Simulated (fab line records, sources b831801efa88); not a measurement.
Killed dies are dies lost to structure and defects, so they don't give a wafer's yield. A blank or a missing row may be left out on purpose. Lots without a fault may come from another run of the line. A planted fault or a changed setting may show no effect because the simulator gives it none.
Which tool did it? | flow sky130 | 6 lots, 18 wafers sampled, at 1 step of a route of 708

WHAT THE GAUGES READ, wafer by wafer
SKY_METAL2_OVL_MEAS_16.
lot  | measured     | on         | METAL2_OVL (nm)
L919 | day 36 12:48 | overlay-02 | -2 -12 -8
L921 | day 37 09:28 | overlay-01 | 1 7 -1
L925 | day 38 15:13 | overlay-02 | -1 -4 -4
L932 | day 40 12:06 | overlay-01 | 13 8 2
L935 | day 41 19:54 | overlay-02 | 1 5 -3
L937 | day 42 04:30 | overlay-02 | 4 -3 3

WHICH TOOL RAN EACH LOT (tool, then ch and the chambers of the sampled wafers, then the start)
The record holds no process step before these readings.

THE ANSWER, worked out from the rows above alone
Rule: what is usual is taken from the lots themselves. Put in order of their means at a reading, lots are off if they are a third of the lots or fewer, leave a main group of 4 or more, and stand apart from it by a gap of 3 or more times the standard deviation of the main group's means; of several such gaps the widest counts. A main group whose means are all the same, to the digits that the tables above print for the reading, isn't used. A lot without any number at a reading at which 4 lots or more have one is off too. The other lots that the step has rows for count as sound.
No lot is off at any reading shown: from this, nothing can be told.

WHAT THE SIMULATOR HAD PUT IN
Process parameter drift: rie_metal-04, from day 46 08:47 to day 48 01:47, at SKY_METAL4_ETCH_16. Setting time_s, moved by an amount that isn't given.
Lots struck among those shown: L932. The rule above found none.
